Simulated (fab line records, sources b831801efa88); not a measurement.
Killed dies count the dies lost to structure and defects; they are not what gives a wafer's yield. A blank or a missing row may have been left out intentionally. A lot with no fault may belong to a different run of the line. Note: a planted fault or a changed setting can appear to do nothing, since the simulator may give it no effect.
fab line records	flow sky130
[record] lots = 6	wafers = 18	last-day = 49
route steps=708 shown METAL1@434 PAD_OPEN@708
lots untouched by any fault: they come from a run of this same line in which no faults occurred
start-h: the number of hours between the record's first day and the start of the first shown wafer of the lot	wait-h: how many hours have passed since the lot's step before this one	" unchanged from the row above	L1.1+2: several wafers, shown together as one row	- either no value or no given start	* or withheld: withheld	< > ~ a bound
route shown NAME@n: NAME is a module with steps in the file, n the number in the route of the first one	usual: average and standard deviation across the fault-free wafers	same: alike in all rows	chamber/n: place in a boat	sites: readings site by site	_std_site: their standard deviation	_edge_site: inner sites' mean taken away from outer sites' mean	radius-mm: how far each site lies from the wafer's centre	mask NAME#n: copy n	behind: tool/chamber where the wafer was last shaped	hold: why the lot was held/for how many hours/how that ended	device: the transistor (n, p or np) that didn't switch	end of line: the tests these same wafers got at the end of their route	step lacking rows: just its recipe	killed: not the wafer's yield, but the dies lost to structure and defects at the first sort	map: a wafer's dies, x killed, . not, _ none there
set.NAME: the setting that was run; set.NAME@STEP: the one run at that earlier step	model.NAME: the simulator's own value behind a step, which no gauge read
lots at some steps of the route; a table a step, a row a wafer
services: from which hour (start-h, from the record's first day; less than 0 if before it) a tool's chamber was out of use, for how many hours, and why
[[steps]]
[step SKY_METAL1_SPUTTER_00]
[recipe] material = Ti	target-thk-nm = 15	power-w = 3000	time-s = 10	chamber-pressure-pa = 0.4
[usual] throttle-valve-pct = 30.3/1.3
lot.wafer	tool	chamber	start-h	wait-h	throttle-valve-pct
L186.2	pvd-sputter-01	-	736.01	0.1	32.6
L186.3	"	-	"	"	31.3
L186.5	"	-	"	"	32.6
L190.1	pvd-sputter-02	-	769.69	0.1	29.0
L190.5	"	-	"	"	28.8
L190.6	"	-	"	"	29.2
L191.2	pvd-sputter-04	-	780.46	0.1	28.6
L191.4	"	-	"	"	29.8
L191.5	"	-	"	"	29.7
L199.1	pvd-sputter-02	-	835.71	0.1	29.3
L199.5	"	-	"	"	30.8
L199.6	"	-	"	"	29.3
L201.1	pvd-sputter-01	-	844.45	0.1	28.8
L201.4	"	-	"	"	32.4
L201.5	"	-	"	"	31.2
L204.1	pvd-sputter-01	-	870.61	0.2	32.5
L204.5	"	-	"	"	30.1
L204.6	"	-	"	"	28.6
[step SKY_METAL1_SPUTTER_01]
[recipe] material = TiN	target-thk-nm = 20	power-w = 6500	time-s = 16.7	chamber-pressure-pa = 0.4
[usual] throttle-valve-pct = 30.3/1.3
lot.wafer	tool	chamber	start-h	wait-h	throttle-valve-pct
L186.2	pvd-sputter-01	-	736.03	0.0	32.6
L186.3	"	-	"	"	31.2
L186.5	"	-	"	"	32.4
L190.1	pvd-sputter-02	-	769.72	0.0	29.1
L190.5	"	-	"	"	29.1
L190.6	"	-	"	"	29.3
L191.2	pvd-sputter-04	-	780.48	0.0	28.6
L191.4	"	-	"	"	29.9
L191.5	"	-	"	"	29.5
L199.1	pvd-sputter-02	-	835.74	0.0	29.3
L199.5	"	-	"	"	30.6
L199.6	"	-	"	"	29.3
L201.1	pvd-sputter-01	-	844.47	0.0	28.4
L201.4	"	-	"	"	32.4
L201.5	"	-	"	"	31.7
L204.1	pvd-sputter-01	-	870.63	0.0	32.5
L204.5	"	-	"	"	30.1
L204.6	"	-	"	"	28.6
[step SKY_METAL1_SPUTTER_02]
[recipe] material = AlCu	target-thk-nm = 250	power-w = 10600	time-s = 13.3	chamber-pressure-pa = 0.4
[usual] throttle-valve-pct = 30.3/1.3
lot.wafer	tool	chamber	start-h	wait-h	throttle-valve-pct
L186.2	pvd-sputter-01	-	736.05	0.0	32.4
L186.3	"	-	"	"	31.0
L186.5	"	-	"	"	32.2
L190.1	pvd-sputter-02	-	769.74	0.0	28.8
L190.5	"	-	"	"	29.2
L190.6	"	-	"	"	29.4
L191.2	pvd-sputter-04	-	780.50	0.0	28.6
L191.4	"	-	"	"	29.5
L191.5	"	-	"	"	29.6
L199.1	pvd-sputter-02	-	835.76	0.0	29.2
L199.5	"	-	"	"	31.0
L199.6	"	-	"	"	29.2
L201.1	pvd-sputter-01	-	844.50	0.0	28.3
L201.4	"	-	"	"	32.1
L201.5	"	-	"	"	31.3
L204.1	pvd-sputter-01	-	870.66	0.0	32.5
L204.5	"	-	"	"	30.0
L204.6	"	-	"	"	28.4
[step SKY_METAL1_SPUTTER_03]
[recipe] material = Ti	target-thk-nm = 5	power-w = 3000	time-s = 3.3	chamber-pressure-pa = 0.4
[step SKY_METAL1_SPUTTER_04]
[recipe] material = TiN	target-thk-nm = 70	power-w = 6500	time-s = 58.3	chamber-pressure-pa = 0.4
[usual] throttle-valve-pct = 30.3/1.3
lot.wafer	tool	chamber	start-h	wait-h	throttle-valve-pct
L186.2	pvd-sputter-01	-	736.10	0.0	32.3
L186.3	"	-	"	"	31.3
L186.5	"	-	"	"	32.5
L190.1	pvd-sputter-02	-	769.78	0.0	28.9
L190.5	"	-	"	"	29.0
L190.6	"	-	"	"	29.4
L191.2	pvd-sputter-04	-	780.55	0.0	28.8
L191.4	"	-	"	"	29.7
L191.5	"	-	"	"	29.9
L199.1	pvd-sputter-02	-	835.81	0.0	29.0
L199.5	"	-	"	"	31.0
L199.6	"	-	"	"	28.8
L201.1	pvd-sputter-01	-	844.54	0.0	28.7
L201.4	"	-	"	"	32.2
L201.5	"	-	"	"	31.3
L204.1	pvd-sputter-01	-	870.70	0.0	32.5
L204.5	"	-	"	"	30.1
L204.6	"	-	"	"	28.5
[step SKY_METAL1_RS_MEAS_05]
[recipe] thk-meas-gauge = four-point-probe	reads = TiN_of_METAL1_SPUTTER_04+Ti_of_METAL1_SPUTTER_03+AlCu_of_METAL1_SPUTTER_02+TiN_of_METAL1_SPUTTER_01+Ti_of_METAL1_SPUTTER_00
[usual] METAL1_ALCU_RS = 0.1269/0.0015
lot.wafer	tool	chamber	start-h	wait-h	METAL1_ALCU_RS[ohm/sq]
L186.2	film-metro-04	-	736.17	0.0	0.1291
L186.3	"	-	"	"	0.1267
L186.5	"	-	"	"	0.1289
L190.1	film-metro-01	-	769.83	0.0	0.1257
L190.5	"	-	"	"	0.1253
L190.6	"	-	"	"	0.1252
L191.2	film-metro-01	-	780.62	0.0	0.1267
L191.4	"	-	"	"	0.1269
L191.5	"	-	"	"	0.1276
L199.1	film-metro-01	-	835.85	0.0	0.1255
L199.5	"	-	"	"	0.1267
L199.6	"	-	"	"	0.1249
L201.1	film-metro-01	-	844.59	0.0	0.1281
L201.4	"	-	"	"	0.1276
L201.5	"	-	"	"	0.1258
L204.1	film-metro-01	-	870.75	0.0	0.1285
L204.5	"	-	"	"	0.1278
L204.6	"	-	"	"	0.1288
[step SKY_METAL1_THK_MEAS_06]
[recipe] thk-meas-gauge = xrf	reads = AlCu_of_METAL1_SPUTTER_02
[usual] METAL1_ALCU_THK = 252/3.6
lot.wafer	tool	chamber	start-h	wait-h	METAL1_ALCU_THK[nm]
L186.2	film-metro-04	-	736.28	0.1	245
L186.3	"	-	"	"	249
L186.5	"	-	"	"	246
L190.1	film-metro-01	-	769.95	0.1	255
L190.5	"	-	"	"	259
L190.6	"	-	"	"	255
L191.2	film-metro-01	-	780.73	0.1	253
L191.4	"	-	"	"	251
L191.5	"	-	"	"	251
L199.1	film-metro-01	-	835.97	0.1	258
L199.5	"	-	"	"	254
L199.6	"	-	"	"	258
L201.1	film-metro-01	-	844.71	0.1	248
L201.4	"	-	"	"	251
L201.5	"	-	"	"	256
L204.1	film-metro-01	-	870.87	0.1	249
L204.5	"	-	"	"	252
L204.6	"	-	"	"	251
[step SKY_METAL1_DEHYDRATE_07]
[recipe] temp-c = 200	time-s = 60
[step SKY_METAL1_HMDS_08]
[recipe] prime-time-s = 60	prime-temp-c = 120
[step SKY_METAL1_COAT_09]
[recipe] resist = BARC	temp-c = withheld	time-s = withheld	spin-rpm = 3000	resist-thk-nm = 60
[step SKY_METAL1_COAT_10]
[recipe] resist = KrF-thick	spin-rpm = 3000	resist-thk-nm = 450
[step SKY_METAL1_SOFTBAKE_11]
[recipe] temp-c = 100	time-s = 90	resist = KrF-thick
[step SKY_METAL1_EXPOSE_12]
[recipe] mask-id = MM1	na = 0.8	source-shape = annular	sigma-inner = 0.55	sigma-outer = 0.85	target-cd-nm = 140	dose-mj = 28
lot.wafer	tool	chamber	start-h	wait-h	mask
L186.2+3+5	krf-scanner-02	0	750.61	-	MM1#0
L190.1+5+6	krf-scanner-02	0	783.47	-	MM1#0
L191.2+4+5	krf-scanner-02	0	793.96	-	MM1#0
L199.1+5+6	krf-scanner-01	0	848.77	-	MM1#0
L201.1+4+5	krf-scanner-02	0	857.82	-	MM1#0
L204.1+5+6	krf-scanner-01	0	884.03	-	MM1#0
[step SKY_METAL1_PEB_13]
[recipe] peb-temp-c = withheld	peb-time-s = withheld	resist = KrF-thick
[step SKY_METAL1_DEVELOP_14]
[recipe] develop-time-s = 60	resist = KrF-thick	dev-temp-c = 21
[step SKY_METAL1_CD_MEAS_15]
[recipe] target-cd-nm = 140
[usual] cd-nm = 139.6/1.6
lot.wafer	tool	chamber	start-h	wait-h	cd-nm
L186.2	cd-sem-02	-	763.89	-	139.8
L186.3	"	-	"	"	138.8
L186.5	"	-	"	"	140.2
L190.1	cd-sem-02	-	796.29	-	69.7
L190.5	"	-	"	"	48.9
L190.6	"	-	"	"	-
L191.2	cd-sem-02	-	807.66	-	98.1
L191.4	"	-	"	"	114.9
L191.5	"	-	"	"	67.3
L199.1	cd-sem-02	-	861.98	-	139.9
L199.5	"	-	"	"	140.5
L199.6	"	-	"	"	141.4
L201.1	cd-sem-02	-	870.34	-	135.7
L201.4	"	-	"	"	134.2
L201.5	"	-	"	"	135.9
L204.1	cd-sem-02	-	896.44	-	135.5
L204.5	"	-	"	"	137.0
L204.6	"	-	"	"	135.0
[step SKY_METAL1_OVL_MEAS_16]
[usual] METAL1_OVL = -4/5.9
lot.wafer	tool	chamber	start-h	wait-h	METAL1_OVL[nm]
L186.2	overlay-02	-	764.00	0.1	-4
L186.3	"	-	"	"	5
L186.5	"	-	"	"	-6
L190.1	overlay-01	-	796.41	0.1	3
L190.5	"	-	"	"	-3
L190.6	"	-	"	"	-
L191.2	overlay-02	-	807.77	0.1	-5
L191.4	"	-	"	"	-5
L191.5	"	-	"	"	-7
L199.1	overlay-02	-	862.10	0.1	11
L199.5	"	-	"	"	7
L199.6	"	-	"	"	-1
L201.1	overlay-02	-	870.46	0.1	-3
L201.4	"	-	"	"	-9
L201.5	"	-	"	"	-3
L204.1	overlay-01	-	896.56	0.1	-5
L204.5	"	-	"	"	-6
L204.6	"	-	"	"	-6
[step SKY_METAL1_DESCUM_17]
[recipe] chemistry = O2	source-power-w = 150	bias-power-w = 0	pressure-mtorr = 10	temp-c = 40	time-s = 8
[usual] drypump-motor-current-A = 5.62/0.13	he-backside-leak-sccm = 3.36/0.26	oes-product-au = 0.994/0.015
lot.wafer	tool	chamber	start-h	wait-h	drypump-motor-current-A	he-backside-leak-sccm	oes-product-au	rf-hours-counter-h	model.METAL1.cd-nm
L186.2	rie-metal-01	0	764.03	0.0	5.55	3.46	0.988	4	139.8
L186.3	"	0	"	"	5.57	3.49	0.991	-	138.5
L186.5	"	0	"	"	5.55	3.37	0.990	-	139.2
L190.1	rie-metal-02	1	796.45	0.0	5.78	2.97	1.004	0	69.4
L190.5	"	1	"	"	5.75	2.93	1.007	-	48.19
L190.6	"	0	"	"	5.49	3.48	1.005	-	140.6
L191.2	rie-metal-01	1	807.80	0.0	5.42	3.28	0.973	0	97.81
L191.4	"	1	"	"	5.44	3.33	0.970	-	115
L191.5	"	0	"	"	5.57	3.22	0.985	-	67.57
L199.1	rie-metal-02	1	862.13	0.0	5.81	3.12	1.009	3	139.7
L199.5	"	1	"	"	5.78	3.19	1.008	-	140.5
L199.6	"	0	"	"	5.47	3.59	0.999	-	140.7
L201.1	rie-metal-04	1	870.50	0.0	5.74	3.36	0.991	15	135.4
L201.4	"	1	"	"	5.73	3.22	0.982	-	133.5
L201.5	"	1	"	"	5.74	3.33	0.985	-	135
L204.1	rie-metal-02	0	896.60	0.0	5.45	3.60	1.015	2	135.2
L204.5	"	0	"	"	5.44	3.46	1.017	-	136.3
L204.6	"	1	"	"	5.79	3.06	1.016	-	135.1
[step SKY_METAL1_ETCH_18]
[recipe] chemistry = N2/H2	target = BARC	ion-energy-ev = 200	bias-w = 100	pressure-mtorr = 30	n2-flow-sccm = 100	h2-flow-sccm = 200	icp-w = 500	stop-on = SiO2	time-s = 45.9	target-depth-a = 600
[step SKY_METAL1_METAL_ETCH_19]
[recipe] target-depth-a = 3600	stop-on = SiO2	over-etch-frac = 0.3	time-s = 78	chemistry = Cl2/BCl3	resist-sidewall-deg = 88	pressure-mtorr = 10	icp-w = 900	bias-w = 48.5	Cl2_flow_sccm = 60	bcl3-flow-sccm = 30
[usual] bias-w = 48.48/0.15	drypump-motor-current-A = 5.62/0.13	he-backside-leak-sccm = 3.34/0.2	oes-product-au = 0.854/0.0061	throttle-valve-pct = 22.264/0.0094
lot.wafer	tool	chamber	start-h	wait-h	bias-w	drypump-motor-current-A	he-backside-leak-sccm	oes-product-au	rf-hours-counter-h	throttle-valve-pct	model.METAL1.cd-nm
L186.2	rie-metal-01	0	764.13	0.0	48.69	5.57	3.35	0.854	4	22.276	138.4
L186.3	"	0	"	"	48.66	5.58	3.18	0.862	-	22.248	137.9
L186.5	"	0	"	"	48.56	5.56	3.17	0.849	-	22.267	138.8
L190.1	rie-metal-02	1	796.54	0.0	48.30	5.77	3.15	0.864	0	22.266	66.26
L190.5	"	1	"	"	48.25	5.78	3.18	0.856	-	22.240	43.42
L190.6	"	0	"	"	48.36	5.45	3.48	0.861	-	22.279	138.7
L191.2	rie-metal-01	1	807.89	0.0	48.59	5.42	3.38	0.859	0	22.266	99.86
L191.4	"	1	"	"	48.44	5.42	3.36	0.851	-	22.253	116
L191.5	"	0	"	"	48.67	5.57	3.36	0.855	-	22.249	65.66
L199.1	rie-metal-02	1	862.23	0.0	48.52	5.80	3.01	0.855	3	22.273	137.6
L199.5	"	1	"	"	48.23	5.79	3.08	0.850	-	22.272	138.4
L199.6	"	0	"	"	48.36	5.46	3.54	0.861	-	22.259	143.2
L201.1	rie-metal-04	1	870.69	0.1	48.60	5.73	3.27	0.853	15	22.274	130.9
L201.4	"	1	"	"	48.24	5.74	3.28	0.846	-	22.256	130.7
L201.5	"	1	"	"	48.35	5.74	3.28	0.862	-	22.272	131
L204.1	rie-metal-02	0	896.69	0.0	48.44	5.46	3.51	0.848	2	22.267	137.3
L204.5	"	0	"	"	48.54	5.45	3.57	0.852	-	22.255	139.5
L204.6	"	1	"	"	48.48	5.76	3.15	0.858	-	22.248	133.6
[step SKY_METAL1_STRIP_20]
[recipe] chemistry = O2/N2	power-w = 1400	pressure-mtorr = 1500	platen-temp-c = withheld	o2-flow-sccm = 3000	n2-flow-sccm = 300	overash-fraction = 0.5
[usual] drypump-motor-current-A = 5.63/0.23	oes-product-au = 0.344/0.0057	strip-time-to-endpoint-s = 2.72/0.076
lot.wafer	tool	chamber	start-h	wait-h	drypump-motor-current-A	oes-product-au	rf-hours-counter-h	strip-time-to-endpoint-s
L186.2	plasma-asher-01	1	764.22	0.1	5.96	0.346	2	2.74
L186.3	"	0	"	"	5.45	0.342	-	2.74
L186.5	"	0	"	"	5.46	0.339	-	2.73
L190.1	plasma-asher-01	1	796.63	0.1	6.00	0.340	5	2.63
L190.5	"	0	"	"	5.46	0.346	-	2.66
L190.6	"	1	"	"	5.98	0.343	-	2.64
L191.2	plasma-asher-01	0	807.98	0.1	5.45	0.349	6	2.85
L191.4	"	1	"	"	5.94	0.343	-	2.83
L191.5	"	1	"	"	5.94	0.342	-	2.72
L199.1	plasma-asher-02	1	862.32	0.1	5.59	0.339	105	2.60
L199.5	"	0	"	"	5.35	0.334	-	2.60
L199.6	"	1	"	"	5.61	0.343	-	2.65
L201.1	plasma-asher-04	0	870.87	0.1	5.70	0.340	76	2.77
L201.4	"	0	"	"	5.69	0.347	-	2.76
L201.5	"	1	"	"	5.44	0.338	-	2.75
L204.1	plasma-asher-01	0	896.78	0.1	5.47	0.338	15	2.67
L204.5	"	1	"	"	5.97	0.339	-	2.67
L204.6	"	0	"	"	5.47	0.332	-	2.62
[step SKY_PAD_OPEN_PROBE_99]
[usual] defect-limited-yield = 81.9/2	killed_at_M0_to_M3 = 43/6.5	killed_at_M4_up = 3.2/1.8	killed-at-contacts = 26/5.2	killed-at-front-end = 16/4.8	killed-at-other = 0.3/0.6	killed-dies = 89/9.6	killed-on-rim = 17/3.7	killed-open = 48/7.1	killed-short = 40/6.4	sort_bin_3_pad_short = 0.9/0.37	sort_bin_5_function = 10.7/1.4	sort_bin_6_memory = 6.5/1.2	sort-n-pass = 403/9.6	sort-yield-pct = 81.9/2
[same] gross-dies = 492	killed-at-back-side = 0	sort_bin_4_leakage[%] = 0	sort_bin_8_speed[%] = 0
lot.wafer	tool	chamber	start-h	wait-h	defect-limited-yield[%]	killed_at_M0_to_M3	killed_at_M4_up	killed-at-contacts	killed-at-front-end	killed-at-other	killed-dies	killed-on-rim	killed-open	killed-short	sort_bin_3_pad_short[%]	sort_bin_5_function[%]	sort_bin_6_memory[%]	sort-n-pass	sort-yield-pct[%]
L186.2	prober-02	-	1074.58	0.1	83.5	38	0	32	11	0	81	18	41	40	0.6	9.6	6.3	411	83.5
L186.3	prober-02	-	1074.63	0.2	84.3	36	1	26	14	0	77	20	41	36	0.8	9.3	5.5	415	84.3
L186.5	prober-02	-	1074.73	0.2	83.5	44	4	19	14	0	81	18	44	37	0.8	10.2	5.5	411	83.5
L190.1	prober-02	-	1099.93	0.1	0	447	6	23	16	0	492	96	48	45	0.8	92.1	7.1	0	0
L190.5	prober-02	-	1100.13	0.2	0	443	3	30	16	0	492	96	64	40	0.8	92.1	7.1	0	0
L190.6	prober-02	-	1100.18	0.2	0	459	5	15	13	0	492	96	46	50	1.0	92.3	6.7	0	0
L191.2	prober-02	-	1109.20	0.1	0	450	2	23	17	0	492	96	56	29	0.6	92.7	6.7	0	0
L191.4	prober-02	-	1109.30	0.2	45.9	218	5	29	13	1	266	77	52	36	1.2	47.0	5.9	226	45.9
L191.5	prober-02	-	1109.35	0.2	0	444	1	29	18	0	492	96	51	36	0.8	94.1	5.1	0	0
L201.1	prober-02	-	1156.10	0.1	83.9	43	1	23	12	0	79	17	45	34	0.6	9.3	6.1	413	83.9
L201.4	prober-02	-	1156.25	0.2	78.0	54	5	29	20	0	108	19	63	44	1.0	13.0	7.9	384	78.0
L201.5	prober-02	-	1156.30	0.2	81.9	50	1	27	11	0	89	15	51	37	1.2	11.4	5.5	403	81.9
L204.1	prober-01	-	1174.75	0.1	83.9	43	0	27	8	1	79	12	36	42	1.0	9.6	5.5	413	83.9
L204.5	prober-01	-	1174.95	0.2	82.3	41	2	27	17	0	87	15	48	39	0.8	9.3	7.5	405	82.3
L204.6	prober-01	-	1175.00	0.2	81.5	36	3	37	15	0	91	20	42	49	1.4	10.4	6.7	401	81.5
// killed by level:class
L186.2 LI_CONTACT:geometric-particle:open=12 CONTACT:geometric-particle:open=9 METAL1:geometric-particle:short=8 METAL2:geometric-particle:short=7 CONTACT:geometric-particle:short=5 VIA3:geometric-particle:open=5 FIELD_ISO:geometric-particle:short=4 VIA2:geometric-particle:open=4
L186.3 VIA3:geometric-particle:open=8 CONTACT:geometric-particle:short=8 CONTACT:geometric-particle:open=7 VIA2:geometric-particle:open=7 FIELD_ISO:geometric-particle:short=6 LI_CONTACT:geometric-particle:open=6 FIELD_ISO:geometric-particle:open=5 METAL1:geometric-particle:short=5
L186.5 VIA1:geometric-particle:open=10 VIA2:geometric-particle:open=10 CONTACT:geometric-particle:open=6 VIA3:geometric-particle:open=6 POLY_GATE:geometric-particle:short=5 CONTACT:geometric-particle:short=5 FIELD_ISO:geometric-particle:open=4 FIELD_ISO:geometric-particle:short=4
L190.1 METAL1:area-expose=399 METAL1:geometric-particle:short=13 CONTACT:geometric-particle:open=9 LI_CONTACT:geometric-particle:open=9 VIA1:geometric-particle:open=9 VIA2:geometric-particle:open=5 METAL4:geometric-particle:short=5 FIELD_ISO:geometric-particle:open=4
L190.5 METAL1:area-expose=388 CONTACT:geometric-particle:open=12 VIA1:geometric-particle:open=10 METAL1:geometric-particle:short=9 VIA3:geometric-particle:open=9 LI_CONTACT:geometric-particle:open=8 POLY_GATE:geometric-particle:open=7 VIA2:geometric-particle:open=6
L190.6 METAL1:area-expose=396 METAL1:geometric-particle:short=16 METAL2:geometric-particle:short=10 VIA3:geometric-particle:open=10 VIA1:geometric-particle:open=8 FIELD_ISO:geometric-particle:open=7 CONTACT:geometric-particle:open=6 VIA2:geometric-particle:short=6
L191.2 METAL1:area-expose=406 CONTACT:geometric-particle:open=10 VIA1:geometric-particle:open=10 VIA3:geometric-particle:open=10 LI_CONTACT:geometric-particle:open=9 FIELD_ISO:geometric-particle:short=5 VIA3:geometric-particle:short=5 VIA2:geometric-particle:open=5
L191.4 METAL1:area-expose=177 CONTACT:geometric-particle:open=15 VIA1:geometric-particle:open=13 METAL1:geometric-particle:short=9 LI_CONTACT:geometric-particle:open=8 POLY_GATE:geometric-particle:short=4 LI_CONTACT:geometric-particle:short=4 VIA1:geometric-particle:short=4
L191.5 METAL1:area-expose=404 CONTACT:geometric-particle:open=13 VIA1:geometric-particle:open=12 METAL1:geometric-particle:short=7 CONTACT:geometric-particle:short=6 VIA3:geometric-particle:open=6 LOCAL_INTERCONNECT:geometric-particle:short=5 FIELD_ISO:geometric-particle:open=4
L201.1 VIA1:geometric-particle:open=10 CONTACT:geometric-particle:open=8 VIA2:geometric-particle:open=7 VIA3:geometric-particle:open=7 VIA1:geometric-particle:short=6 LI_CONTACT:geometric-particle:short=5 POLY_GATE:geometric-particle:short=4 LI_CONTACT:geometric-particle:open=4
L201.4 VIA1:geometric-particle:open=12 CONTACT:geometric-particle:open=11 VIA2:geometric-particle:open=8 VIA3:geometric-particle:open=8 LOCAL_INTERCONNECT:geometric-particle:short=7 METAL1:geometric-particle:short=6 FIELD_ISO:geometric-particle:open=5 LI_CONTACT:geometric-particle:open=5
L201.5 VIA1:geometric-particle:open=15 CONTACT:geometric-particle:open=12 CONTACT:geometric-particle:short=6 VIA3:geometric-particle:open=6 POLY_GATE:geometric-particle:open=4 LI_CONTACT:geometric-particle:open=4 LOCAL_INTERCONNECT:geometric-particle:short=4 METAL1:geometric-particle:short=4
L204.1 CONTACT:geometric-particle:open=9 LI_CONTACT:geometric-particle:open=7 VIA1:geometric-particle:short=7 METAL2:geometric-particle:short=6 CONTACT:geometric-particle:short=5 METAL1:geometric-particle:short=5 METAL3:geometric-particle:short=5 VIA3:geometric-particle:open=5
L204.5 VIA1:geometric-particle:open=14 CONTACT:geometric-particle:open=9 LI_CONTACT:geometric-particle:open=9 POLY_GATE:geometric-particle:short=8 METAL1:geometric-particle:short=8 METAL2:geometric-particle:short=5 LOCAL_INTERCONNECT:geometric-particle:short=5 POLY_CUT:geometric-particle:short=4
L204.6 VIA1:geometric-particle:open=10 LI_CONTACT:geometric-particle:open=9 CONTACT:geometric-particle:open=8 POLY_GATE:geometric-particle:short=7 LI_CONTACT:geometric-particle:short=6 CONTACT:geometric-particle:short=6 FIELD_ISO:geometric-particle:open=5 LOCAL_INTERCONNECT:geometric-particle:short=5
// map L190.1 (x killed, . not)
__________xxxxxxxxxx_________
________xxxxxxxxxxxxxx_______
______xxxxxxxxxxxxxxxxxx_____
_____xxxxxxxxxxxxxxxxxxxx____
____xxxxxxxxxxxxxxxxxxxxxx___
___xxxxxxxxxxxxxxxxxxxxxxxx__
__xxxxxxxxxxxxxxxxxxxxxxxxxx_
_xxxxxxxxxxxxxxxxxxxxxxxxxxxx
_xxxxxxxxxxxxxxxxxxxxxxxxxxxx
_xxxxxxxxxxxxxxxxxxxxxxxxxxxx
_xxxxxxxxxxxxxxxxxxxxxxxxxxxx
_xxxxxxxxxxxxxxxxxxxxxxxxxxxx
_xxxxxxxxxxxxxxxxxxxxxxxxxxxx
_xxxxxxxxxxxxxxxxxxxxxxxxxxxx
_xxxxxxxxxxxxxxxxxxxxxxxxxxxx
__xxxxxxxxxxxxxxxxxxxxxxxxxx_
___xxxxxxxxxxxxxxxxxxxxxxxx__
____xxxxxxxxxxxxxxxxxxxxxx___
_____xxxxxxxxxxxxxxxxxxxx____
______xxxxxxxxxxxxxxxxxx_____
________xxxxxxxxxxxxxx_______
__________xxxxxxxxxx_________
// map L191.2 (x killed, . not)
__________xxxxxxxxxx_________
________xxxxxxxxxxxxxx_______
______xxxxxxxxxxxxxxxxxx_____
_____xxxxxxxxxxxxxxxxxxxx____
____xxxxxxxxxxxxxxxxxxxxxx___
___xxxxxxxxxxxxxxxxxxxxxxxx__
__xxxxxxxxxxxxxxxxxxxxxxxxxx_
_xxxxxxxxxxxxxxxxxxxxxxxxxxxx
_xxxxxxxxxxxxxxxxxxxxxxxxxxxx
_xxxxxxxxxxxxxxxxxxxxxxxxxxxx
_xxxxxxxxxxxxxxxxxxxxxxxxxxxx
_xxxxxxxxxxxxxxxxxxxxxxxxxxxx
_xxxxxxxxxxxxxxxxxxxxxxxxxxxx
_xxxxxxxxxxxxxxxxxxxxxxxxxxxx
_xxxxxxxxxxxxxxxxxxxxxxxxxxxx
__xxxxxxxxxxxxxxxxxxxxxxxxxx_
___xxxxxxxxxxxxxxxxxxxxxxxx__
____xxxxxxxxxxxxxxxxxxxxxx___
_____xxxxxxxxxxxxxxxxxxxx____
______xxxxxxxxxxxxxxxxxx_____
________xxxxxxxxxxxxxx_______
__________xxxxxxxxxx_________
[[services]]
tool	chamber	start-h	hours	kind
pvd-sputter-01	-	715.79	1.3	repair
krf-scanner-02	-	718.09	0.8	pm
krf-scanner-02	-	724.73	3.6	pm
krf-scanner-02	-	731.56	1.3	pm
plasma-asher-01	-	733.75	9.0	pm
rie-metal-02	-	737.98	5.1	repair
krf-scanner-01	-	738.89	4.0	pm
rie-metal-04	0	746.11	5.9	repair
krf-scanner-01	-	769.72	0.8	pm
krf-scanner-02	-	785.12	3.6	repair
pvd-sputter-02	-	788.49	2.3	repair
krf-scanner-02	-	788.76	1.0	pm
plasma-asher-01	-	801.57	1.6	repair
pvd-sputter-02	-	825.97	2.5	repair
krf-scanner-01	-	833.13	1.3	pm
krf-scanner-01	-	851.33	0.8	pm
pvd-sputter-04	-	857.11	7.0	repair
krf-scanner-01	-	859.12	1.0	pm
rie-metal-04	-	861.35	2.0	repair
krf-scanner-02	-	863.19	2.9	repair
pvd-sputter-02	-	866.86	5.3	repair
pvd-sputter-01	-	871.03	0.7	repair
krf-scanner-02	-	886.82	0.8	pm
krf-scanner-02	-	888.13	0.5	repair
[[key]]
[first-sign] step = SKY_METAL1_CD_MEAS_15	reading = cd-nm	direction = down	sigmas = 36	usual = 139.6	struck = 79.8
[effect] step = SKY_PAD_OPEN_PROBE_99	reading = killed_at_M0_to_M3	direction = up	sigmas = 56	usual = 43	struck = 410
[model-effect] step = SKY_METAL1_DESCUM_17	value = METAL1.cd-nm	without = 140.6	struck = 89.76
[model-effect] step = SKY_METAL1_METAL_ETCH_19	value = METAL1.cd-nm	without = 139.2	struck = 88.31
[more-kills-born-at] SKY_METAL1_EXPOSE_12@krf-scanner-02 = 2174
met-at SKY_METAL1_EXPOSE_12
struck-wafers L190.1,L190.5,L190.6,L191.2,L191.4,L191.5
later-rows-left-out L190.1,L190.5,L190.6,L191.2,L191.5
onset-between 750.61 783.47
[fault] kind = process-parameter-drift	tool = krf-scanner-02	chamber = -	onset-h = 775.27	steps = SKY_METAL1_EXPOSE_12	channel = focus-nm	offset = 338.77	spread-by-wafer = 0.3	shape = step	end-h = 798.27
// later-rows-left-out: the simulator's readings of these wafers behind a module that went badly wrong aren't trusted and aren't shown, but for the sort
